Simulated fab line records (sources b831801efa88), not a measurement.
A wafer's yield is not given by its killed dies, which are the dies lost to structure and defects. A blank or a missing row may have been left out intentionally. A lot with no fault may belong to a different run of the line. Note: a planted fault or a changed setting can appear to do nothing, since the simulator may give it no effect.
fab line records	flow sky130
record lots=6	wafers=18	lastDay=49
route steps=708 shown METAL4@632 VIA4@639 PAD_OPEN@708
lots that met no fault: taken from a fault-free run of the same line
startH: hours from the record's first day to the start of the lot's first wafer shown	waitH: hours since the lot's step before	" repeats the value in the row above	L1.1+2: several wafers, shown together as one row	- either no value or no given start	* or withheld: withheld	< > ~ a bound
route shown NAME@n: names a module that has steps shown in the file, with the first one's number in the route	usual: mean and standard deviation over wafers with no fault	same: alike in all rows	chamber/n: place in a boat	sites: readings site by site	_std_site: the values' standard deviation	_edge_site: inner sites' mean taken away from outer sites' mean	radiusMm: for every site, how far away it sits from the centre of the wafer	mask NAME#n: copy n	behind: the last tool/chamber to shape the wafer	hold: the reason the lot was held/the length of the hold in hours/how it ended	device: whichever transistor did not switch (one of n, p or np)	end of line: at the end of the route, the tests of the same wafers	a step without rows: its recipe alone	killed: count of dies lost to structure and defects at first sort (not the wafer's yield)	map: dies across one wafer; x = killed, . = not, _ = none there
set.NAME: the setting that was run; set.NAME@STEP: the one run at that earlier step	model.NAME: the simulator's own value behind a step, which no gauge read
certain route steps with their lots: each step a table, each wafer a row
services: from which hour (startH, from the record's first day; less than 0 if before it) a tool's chamber was out of use, for how many hours, and why
## steps
# step SKY_METAL4_ETCH_16
# recipe chemistry=N2/H2	target=BARC	ionEnergyEv=200	biasW=100	pressureMtorr=30	n2FlowSccm=100	h2FlowSccm=200	icpW=500	stopOn=SiO2	timeS=88.2	targetDepthA=600
# usual drypumpMotorCurrentA=5.7/0.65	heBacksideLeakSccm=3.44/0.29	oesProductAu=0.625/0.0054	throttleValvePct=13.206/0.0091
lot.wafer	tool	chamber	startH	waitH	drypumpMotorCurrentA	heBacksideLeakSccm	oesProductAu	rfHoursCounterH	throttleValvePct
L198.1	rieMetal-03	1	987.67	0.0	6.3	3.40	0.637	18	13.221
L198.2	"	0	"	"	5.2	3.59	0.628	15	13.220
L198.4	"	0	"	"	5.3	4.06	0.626	-	13.199
L201.1	rieMetal-02	1	1009.13	0.0	4.8	3.62	0.620	21	13.205
L201.2	"	0	"	"	5.4	3.33	0.619	3	13.212
L201.6	"	0	"	"	5.4	3.21	0.624	-	13.206
L206.1	rieMetal-03	1	1038.23	0.0	6.3	3.33	0.630	22	13.201
L206.5	"	0	"	"	5.3	3.91	0.615	-	13.183
L206.6	"	1	"	"	6.3	3.30	0.619	-	13.198
L209.1	rieMetal-04	0	1060.98	0.0	6.6	3.60	0.626	3	13.207
L209.2	"	1	"	"	5.3	3.34	0.631	20	13.208
L209.4	"	0	"	"	6.6	3.46	0.627	-	13.204
L213.3	rieMetal-04	1	1079.86	0.0	5.3	3.55	0.624	-	13.213
L213.5	"	1	"	"	5.3	3.49	0.627	-	13.202
L213.6	"	0	"	"	6.6	3.45	0.629	-	13.217
L214.1	rieMetal-04	1	1091.68	0.0	5.3	3.41	0.632	22	13.195
L214.3	"	1	"	"	5.3	3.43	0.625	-	13.203
L214.5	"	0	"	"	6.6	3.27	0.627	-	13.188
# step SKY_METAL4_ETCH_17
# recipe target=SiO2	stopOn=TiN	chemistry=C4F8/O2/Ar	sourceW=1500	biasW=1200	pressureMtorr=40	c4f8FlowSccm=withheld	O2_flow_sccm=6	Ar_flow_sccm=300	timeS=3.9	targetDepthA=150
# usual oesProductAu=0.755/0.0065
lot.wafer	tool	chamber	startH	waitH	oesProductAu	rfHoursCounterH
L198.1	rieDiel-03	2	987.77	0.1	0.754	14
L198.2	"	0	"	"	0.746	25
L198.4	"	1	"	"	0.745	16
L201.1	rieDiel-03	1	1009.22	0.1	0.752	17
L201.2	"	2	"	"	0.750	15
L201.6	"	1	"	"	0.758	-
L206.1	rieDiel-04	1	1038.32	0.1	0.747	12
L206.5	"	0	"	"	0.763	-
L206.6	"	1	"	"	0.758	-
L209.1	rieDiel-03	2	1061.07	0.1	0.753	17
L209.2	"	0	"	"	0.748	27
L209.4	"	3	"	"	0.758	15
L213.3	rieDiel-01	3	1079.92	0.0	0.761	8
L213.5	"	2	"	"	0.764	-
L213.6	"	1	"	"	0.763	-
L214.1	rieDiel-01	1	1091.77	0.1	0.732	14
L214.3	"	2	"	"	0.763	11
L214.5	"	3	"	"	0.760	-
# step SKY_METAL4_METAL_ETCH_18
# recipe targetDepthA=8450	stopOn=SiO2	overEtchFrac=0.3	timeS=183.1	chemistry=Cl2/BCl3	resistSidewallDeg=88	pressureMtorr=10	icpW=900	biasW=48.5	Cl2_flow_sccm=60	bcl3FlowSccm=30
# usual drypumpMotorCurrentA=5.6/0.57	heBacksideLeakSccm=3.37/0.17	oesProductAu=0.866/0.0056	throttleValvePct=22.264/0.0089
lot.wafer	tool	chamber	startH	waitH	drypumpMotorCurrentA	heBacksideLeakSccm	oesProductAu	rfHoursCounterH	throttleValvePct
L198.1	rieMetal-04	1	987.79	0.0	5.3	3.27	0.874	14	22.257
L198.2	"	0	"	"	6.6	3.37	0.871	20	22.284
L198.4	"	1	"	"	5.3	3.27	0.863	-	22.256
L201.1	rieMetal-03	0	1009.24	0.0	5.2	3.71	0.869	16	22.268
L201.2	"	1	"	"	6.3	3.23	0.873	20	22.254
L201.6	"	1	"	"	6.3	3.33	0.872	-	22.283
L206.1	rieMetal-04	1	1038.34	0.0	5.3	3.37	0.867	18	22.256
L206.5	"	1	"	"	5.3	3.39	0.872	-	22.258
L206.6	"	0	"	"	6.6	3.47	0.860	-	22.268
L209.1	rieMetal-03	0	1061.09	0.0	5.2	3.63	0.860	20	22.253
L209.2	"	1	"	"	6.3	3.33	0.860	23	22.265
L209.4	"	1	"	"	6.3	3.30	0.870	-	22.267
L213.3	rieMetal-02	0	1080.06	0.1	5.4	3.33	0.868	-	22.255
L213.5	"	0	"	"	5.4	3.35	0.863	-	22.265
L213.6	"	0	"	"	5.4	3.36	0.874	-	22.279
L214.1	rieMetal-03	0	1091.79	0.0	5.2	3.39	0.872	22	22.284
L214.3	"	0	"	"	5.2	3.29	0.857	-	22.261
L214.5	"	1	"	"	6.2	3.26	0.873	-	22.273
# step SKY_METAL4_STRIP_19
# recipe chemistry=O2/N2	powerW=1400	pressureMtorr=1500	platenTempC=withheld	o2FlowSccm=3000	n2FlowSccm=300	overashFraction=0.5
# usual drypumpMotorCurrentA=5.9/0.47	oesProductAu=0.503/0.0051	stripTimeToEndpointS=6.56/0.068
lot.wafer	tool	chamber	startH	waitH	drypumpMotorCurrentA	oesProductAu	rfHoursCounterH	stripTimeToEndpointS
L198.1	plasmaAsher-03	0	987.96	0.1	6.7	0.503	115	6.47
L198.2	"	1	"	"	5.6	0.504	115	6.44
L198.4	"	1	"	"	5.6	0.496	-	6.47
L201.1	plasmaAsher-03	0	1009.42	0.1	6.7	0.507	117	6.58
L201.2	"	1	"	"	5.5	0.496	117	6.53
L201.6	"	0	"	"	6.7	0.495	-	6.55
L206.1	plasmaAsher-01	1	1038.58	0.2	5.6	0.510	61	6.59
L206.5	"	0	"	"	5.2	0.498	-	6.53
L206.6	"	1	"	"	5.6	0.507	-	6.52
L209.1	plasmaAsher-01	1	1061.27	0.1	5.6	0.508	64	6.63
L209.2	"	0	"	"	5.3	0.495	64	6.52
L209.4	"	1	"	"	5.6	0.501	-	6.56
L213.3	plasmaAsher-04	0	1080.33	0.2	5.9	0.507	-	6.61
L213.5	"	0	"	"	5.9	0.509	-	6.60
L213.6	"	1	"	"	6.2	0.501	-	6.54
L214.1	plasmaAsher-03	0	1091.97	0.1	6.7	0.507	3	6.60
L214.3	"	1	"	"	5.5	0.493	-	6.54
L214.5	"	0	"	"	6.6	0.508	-	6.52
# step SKY_METAL4_STRIP_20
# recipe chemistry=postEtchResidueRemover	timeS=1200	tempC=72.5
# step SKY_METAL4_CLEAN_21
# recipe chemistry=IPA	timeS=180	tempC=25
# step SKY_METAL4_CLEAN_22
# recipe chemistry=O3/DIW	dry=n2Spin
# step SKY_VIA4_HDPCVD_00
# recipe material=SiO2	targetThkNm=1750	sigmaOpenFrac=0.3	timeS=291.7	tempC=400	sih4FlowSccm=60	pressureMtorr=6
# step SKY_VIA4_THK_MEAS_01
# recipe reads=SiO2_of_VIA4_HDPCVD_00
# usual VIA4_HDPCVD_THK=1749/17
lot.wafer	tool	chamber	startH	waitH	VIA4_HDPCVD_THK[nm]
L198.1	filmMetro-03	-	988.73	0.1	1747
L198.2	"	-	"	"	1729
L198.4	"	-	"	"	1743
L201.1	filmMetro-04	-	1010.20	0.1	1756
L201.2	"	-	"	"	1743
L201.6	"	-	"	"	1735
L206.1	filmMetro-03	-	1039.39	0.1	1768
L206.5	"	-	"	"	1743
L206.6	"	-	"	"	1752
L209.1	filmMetro-02	-	1062.04	0.1	1729
L209.2	"	-	"	"	1713
L209.4	"	-	"	"	1724
L213.3	filmMetro-04	-	1081.09	0.1	1770
L213.5	"	-	"	"	1758
L213.6	"	-	"	"	1763
L214.1	filmMetro-04	-	1092.79	0.1	1747
L214.3	"	-	"	"	1747
L214.5	"	-	"	"	1734
# step SKY_VIA4_CMP_02
# recipe material=SiO2	downForcePsi=4	platenRpm=60	padVelocityMS=0.94248
# usual motorCurrentA=11.6/0.77
lot.wafer	tool	chamber	startH	waitH	motorCurrentA
L198.4	cmp-02	3	988.79	0.0	10.8
L198.2	"	0	"	"	10.9
L198.1	"	1	"	"	12.3
L201.1	cmp-01	2	1010.31	0.1	12.7
L201.2	"	3	"	"	12.0
L201.6	"	1	"	"	11.5
L206.1	cmp-01	3	1039.55	0.1	11.6
L206.6	"	1	"	"	11.3
L206.5	"	2	"	"	12.6
L209.1	cmp-02	1	1062.10	0.1	11.9
L209.4	"	2	"	"	11.6
L209.2	"	3	"	"	10.8
L213.3	cmp-02	3	1081.13	0.0	10.2
L213.6	"	3	"	"	11.0
L213.5	"	0	"	"	10.8
L214.1	cmp-02	3	1092.85	0.1	11.0
L214.3	"	0	"	"	10.8
L214.5	"	0	"	"	10.4
# step SKY_VIA4_BOW_MEAS_03
# recipe mode=bow
# usual VIA4_BOW=78/8.1
lot.wafer	tool	chamber	startH	waitH	VIA4_BOW[um]
L198.1	filmMetro-04	-	989.09	0.1	80
L198.2	"	-	"	"	77
L198.4	"	-	"	"	76
L201.1	filmMetro-03	-	1010.56	0.2	63
L201.2	"	-	"	"	65
L201.6	"	-	"	"	67
L206.1	filmMetro-04	-	1039.75	0.1	75
L206.5	"	-	"	"	75
L206.6	"	-	"	"	81
L209.1	filmMetro-03	-	1062.40	0.2	73
L209.2	"	-	"	"	75
L209.4	"	-	"	"	66
L213.3	filmMetro-04	-	1081.47	0.3	71
L213.5	"	-	"	"	90
L213.6	"	-	"	"	76
L214.1	filmMetro-04	-	1093.15	0.2	78
L214.3	"	-	"	"	75
L214.5	"	-	"	"	74
# step SKY_VIA4_DEHYDRATE_04
# recipe tempC=200	timeS=60
# step SKY_VIA4_HMDS_05
# recipe primeTimeS=60	primeTempC=120
# usual primeTempC=119.99/0.14
lot.wafer	tool	chamber	startH	waitH	primeTempC
L198.1	lithoTrack-03	0	1001.30	0.1	120.01
L198.2	"	0	"	"	119.84
L198.4	"	0	"	"	119.64
L201.1	lithoTrack-01	0	1021.38	0.1	119.97
L201.2	"	0	"	"	119.93
L201.6	"	0	"	"	119.77
L206.1	lithoTrack-01	0	1050.88	0.1	120.60
L206.5	"	0	"	"	120.76
L206.6	"	0	"	"	120.80
L209.1	lithoTrack-01	0	1072.78	0.1	120.98
L209.2	"	0	"	"	120.81
L209.4	"	0	"	"	120.69
L213.3	lithoTrack-02	0	1091.43	0.1	119.91
L213.5	"	0	"	"	119.88
L213.6	"	0	"	"	119.98
L214.1	lithoTrack-03	0	1103.00	0.1	120.17
L214.3	"	0	"	"	119.86
L214.5	"	0	"	"	119.89
# step SKY_VIA4_COAT_06
# recipe resist=NOVOLAK	spinRpm=3000	resistThkNm=1140
# step SKY_PAD_OPEN_PROBE_99
# usual defectLimitedYield=82.6/1.9	killed_at_M0_to_M3=43/7	killed_at_M4_up=3.1/2	killedAtContacts=24/5.3	killedAtFrontEnd=15/4.2	killedAtOther=0.4/0.66	killedDies=86/9.5	killedOnRim=17/3.9	killedOpen=47/7.4	killedShort=38/6.2	sort_bin_3_pad_short=0.9/0.44	sort_bin_5_function=10.2/1.4	sort_bin_6_memory=6.4/1.1	sortNPass=406/9.5	sortYieldPct=82.6/1.9
# same grossDies=492	killedAtBackSide=0	sort_bin_4_leakage[%]=0	sort_bin_8_speed[%]=0
lot.wafer	tool	chamber	startH	waitH	defectLimitedYield[%]	killed_at_M0_to_M3	killed_at_M4_up	killedAtContacts	killedAtFrontEnd	killedAtOther	killedDies	killedOnRim	killedOpen	killedShort	sort_bin_3_pad_short[%]	sort_bin_5_function[%]	sort_bin_6_memory[%]	sortNPass	sortYieldPct[%]
L198.1	prober-02	-	1082.91	0.1	83.1	43	4	24	11	1	83	17	48	35	0.8	11.0	5.1	409	83.1
L198.2	prober-02	-	1082.96	0.1	83.7	45	2	19	14	0	80	10	44	36	0.6	10.4	5.3	412	83.7
L198.4	prober-02	-	1083.06	0.2	85.8	31	4	19	16	0	70	11	42	28	0.8	7.7	5.7	422	85.8
L201.1	prober-02	-	1101.70	0.1	83.5	39	4	23	15	0	81	12	36	44	1.0	9.3	6.1	411	83.5
L201.2	prober-02	-	1101.75	0.1	82.7	38	2	24	21	0	85	14	52	33	0.6	11.0	5.7	407	82.7
L201.6	prober-02	-	1101.95	0.2	84.6	33	2	20	20	1	76	15	42	34	0.8	10.2	4.5	416	84.6
L206.1	prober-02	-	1126.93	0.1	85.6	36	1	21	13	0	71	14	37	34	0.4	8.7	5.3	421	85.6
L206.5	prober-02	-	1127.13	0.2	82.5	48	2	17	19	0	86	11	44	42	1.2	8.3	7.9	406	82.5
L206.6	prober-02	-	1127.18	0.2	83.3	37	2	30	13	0	82	12	50	32	1.2	10.4	5.1	410	83.3
L209.1	prober-02	-	1147.09	0.1	80.9	49	3	25	17	0	94	21	51	43	1.2	11.0	6.9	398	80.9
L209.2	prober-02	-	1147.14	0.1	80.5	47	1	27	21	0	96	21	57	39	0.8	12.0	6.7	396	80.5
L209.4	prober-02	-	1147.24	0.2	78.7	56	4	21	24	0	105	20	55	50	0.4	12.8	8.1	387	78.7
L213.3	prober-02	-	1162.13	0.2	81.9	44	1	24	20	0	89	14	47	42	0.8	10.6	6.7	403	81.9
L213.5	prober-02	-	1162.23	0.2	80.9	42	0	36	15	1	94	18	49	44	1.2	10.4	7.5	398	80.9
L213.6	prober-02	-	1162.28	0.2	80.7	46	1	29	18	1	95	20	54	40	1.0	11.0	7.3	397	80.7
L214.1	prober-01	-	1172.35	0.1	82.7	36	3	26	20	0	85	18	53	32	1.6	8.3	7.3	407	82.7
L214.3	prober-01	-	1172.45	0.2	81.5	53	1	22	15	0	91	20	45	46	1.0	10.6	6.9	401	81.5
L214.5	prober-01	-	1172.55	0.2	82.1	49	2	21	16	0	88	24	49	39	0.6	10.4	6.9	404	82.1
# killed by level:class
L198.1 CONTACT:geometricParticle:short=10 VIA1:geometricParticle:open=10 CONTACT:geometricParticle:open=9 VIA2:geometricParticle:open=9 POLY_GATE:geometricParticle:open=6 METAL2:geometricParticle:short=5 VIA3:geometricParticle:open=5 LI_CONTACT:geometricParticle:open=4
L198.2 VIA2:geometricParticle:open=11 CONTACT:geometricParticle:open=7 FIELD_ISO:geometricParticle:open=6 VIA1:geometricParticle:short=6 VIA1:geometricParticle:open=5 METAL3:geometricParticle:short=5 CONTACT:geometricParticle:short=4 LOCAL_INTERCONNECT:geometricParticle:short=4
L198.4 VIA3:geometricParticle:open=8 CONTACT:geometricParticle:open=7 POLY_GATE:geometricParticle:open=7 LI_CONTACT:geometricParticle:open=5 CONTACT:geometricParticle:short=5 VIA1:geometricParticle:open=5 METAL2:geometricParticle:short=4 FIELD_ISO:geometricParticle:short=3
L201.1 CONTACT:geometricParticle:open=7 VIA1:geometricParticle:open=7 VIA3:geometricParticle:open=6 LI_CONTACT:geometricParticle:open=5 POLY_GATE:geometricParticle:short=5 LOCAL_INTERCONNECT:geometricParticle:short=5 VIA2:geometricParticle:open=5 VIA3:geometricParticle:short=5
L201.2 VIA1:geometricParticle:open=14 CONTACT:geometricParticle:open=9 LI_CONTACT:geometricParticle:open=7 METAL2:geometricParticle:short=7 VIA1:geometricParticle:short=6 POLY_GATE:geometricParticle:open=5 VIA3:geometricParticle:open=5 FIELD_ISO:geometricParticle:short=4
L201.6 VIA1:geometricParticle:open=14 POLY_GATE:geometricParticle:open=7 CONTACT:geometricParticle:open=7 CONTACT:geometricParticle:short=6 FIELD_ISO:geometricParticle:short=5 METAL2:geometricParticle:short=4 POLY_GATE:geometricParticle:short=4 LI_CONTACT:geometricParticle:open=4
L206.1 VIA1:geometricParticle:open=9 CONTACT:geometricParticle:open=7 METAL1:geometricParticle:short=7 CONTACT:geometricParticle:short=5 VIA2:geometricParticle:open=5 VIA3:geometricParticle:open=5 LOCAL_INTERCONNECT:geometricParticle:short=4 FIELD_ISO:geometricParticle:open=3
L206.5 VIA1:geometricParticle:open=9 VIA3:geometricParticle:open=8 METAL2:geometricParticle:short=8 FIELD_ISO:geometricParticle:short=6 VIA1:geometricParticle:short=6 VIA2:geometricParticle:open=6 POLY_GATE:geometricParticle:open=4 LI_CONTACT:geometricParticle:open=4
L206.6 CONTACT:geometricParticle:open=15 VIA3:geometricParticle:open=10 LI_CONTACT:geometricParticle:open=7 FIELD_ISO:geometricParticle:short=5 VIA1:geometricParticle:short=5 VIA2:geometricParticle:open=5 METAL1:geometricParticle:short=4 METAL2:geometricParticle:short=4
L209.1 CONTACT:geometricParticle:open=12 VIA1:geometricParticle:open=9 VIA3:geometricParticle:open=9 CONTACT:geometricParticle:short=8 POLY_GATE:geometricParticle:open=7 VIA2:geometricParticle:open=6 METAL2:geometricParticle:short=5 METAL1:geometricParticle:short=4
L209.2 VIA1:geometricParticle:open=12 CONTACT:geometricParticle:open=10 LI_CONTACT:geometricParticle:open=7 VIA3:geometricParticle:open=7 METAL2:geometricParticle:short=6 POLY_GATE:geometricParticle:short=5 POLY_GATE:geometricParticle:open=5 CONTACT:geometricParticle:short=5
L209.4 VIA1:geometricParticle:open=13 METAL1:geometricParticle:short=11 CONTACT:geometricParticle:open=11 POLY_GATE:geometricParticle:short=8 VIA2:geometricParticle:open=7 FIELD_ISO:geometricParticle:open=5 POLY_GATE:geometricParticle:open=5 METAL2:geometricParticle:short=5
L213.3 VIA2:geometricParticle:open=9 FIELD_ISO:geometricParticle:open=7 CONTACT:geometricParticle:open=7 METAL1:geometricParticle:short=7 VIA1:geometricParticle:open=6 POLY_GATE:geometricParticle:open=6 VIA1:geometricParticle:short=6 LI_CONTACT:geometricParticle:open=5
L213.5 CONTACT:geometricParticle:open=10 VIA2:geometricParticle:open=10 LI_CONTACT:geometricParticle:open=9 CONTACT:geometricParticle:short=8 VIA3:geometricParticle:open=5 FIELD_ISO:geometricParticle:open=5 LOCAL_INTERCONNECT:geometricParticle:short=5 VIA1:geometricParticle:open=5
L213.6 VIA1:geometricParticle:open=15 CONTACT:geometricParticle:open=9 FIELD_ISO:geometricParticle:short=8 LI_CONTACT:geometricParticle:open=8 FIELD_ISO:geometricParticle:open=6 LOCAL_INTERCONNECT:geometricParticle:short=5 METAL2:geometricParticle:short=5 VIA3:geometricParticle:open=5
L214.1 VIA1:geometricParticle:open=16 LI_CONTACT:geometricParticle:open=12 FIELD_ISO:geometricParticle:open=7 CONTACT:geometricParticle:open=7 LOCAL_INTERCONNECT:geometricParticle:short=5 VIA1:geometricParticle:short=5 FIELD_ISO:geometricParticle:short=3 POLY_GATE:geometricParticle:short=3
L214.3 VIA1:geometricParticle:open=10 VIA2:geometricParticle:open=9 METAL3:geometricParticle:short=8 LI_CONTACT:geometricParticle:open=7 CONTACT:geometricParticle:short=7 METAL1:geometricParticle:short=7 VIA3:geometricParticle:short=5 VIA3:geometricParticle:open=5
L214.5 VIA1:geometricParticle:open=15 FIELD_ISO:geometricParticle:open=8 LI_CONTACT:geometricParticle:open=8 CONTACT:geometricParticle:open=8 METAL1:geometricParticle:short=7 VIA1:geometricParticle:short=6 METAL2:geometricParticle:short=6 VIA2:geometricParticle:open=6
## services
tool	chamber	startH	hours	kind
rieDiel-03	0	974.37	12.3	repair
rieMetal-03	-	974.93	0.3	repair
rieDiel-04	0	975.32	12.8	repair
rieMetal-04	0	988.75	-	clean
rieMetal-04	0	988.75	21.6	scheduledDown
rieMetal-04	0	988.75	21.6	ventCycle
cmp-01	-	995.16	5.8	pm
cmp-02	-	998.95	2.2	repair
cmp-01	-	1002.02	0.8	repair
cmp-01	-	1003.08	4.3	repair
rieDiel-01	2	1008.73	6.7	repair
lithoTrack-01	-	1012.09	-	consumableReplace:filter
cmp-01	-	1023.96	0.4	repair
plasmaAsher-03	-	1055.25	9.0	pm
rieDiel-01	0	1067.73	58.6	repair
cmp-02	-	1084.23	4.0	pm
cmp-02	-	1088.23	-	consumableReplace:conditioner
cmp-02	-	1088.23	-	consumableReplace:pad
cmp-01	-	1090.79	0.5	repair
cmp-01	-	1090.97	4.5	repair
rieDiel-03	0	1091.02	6.9	repair
rieMetal-03	1	1092.45	-	clean
rieMetal-03	1	1092.45	11.9	scheduledDown
rieMetal-03	1	1092.45	11.9	ventCycle
## key
firstSign step=SKY_VIA4_HMDS_05	reading=primeTempC	direction=up	sigmas=5.5	usual=*	struck=*
effect none on later readings
metAt SKY_VIA4_HMDS_05
struckWafers L206.1,L206.5,L206.6,L209.1,L209.2,L209.4
onsetBetween 1021.38 1050.88
fault kind=processParameterDrift	tool=lithoTrack-01	chamber=-	onsetH=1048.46	steps=SKY_VIA4_HMDS_05	channel=primeTempC	offset=*	shape=step	endH=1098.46	actsIn=*	stated=*
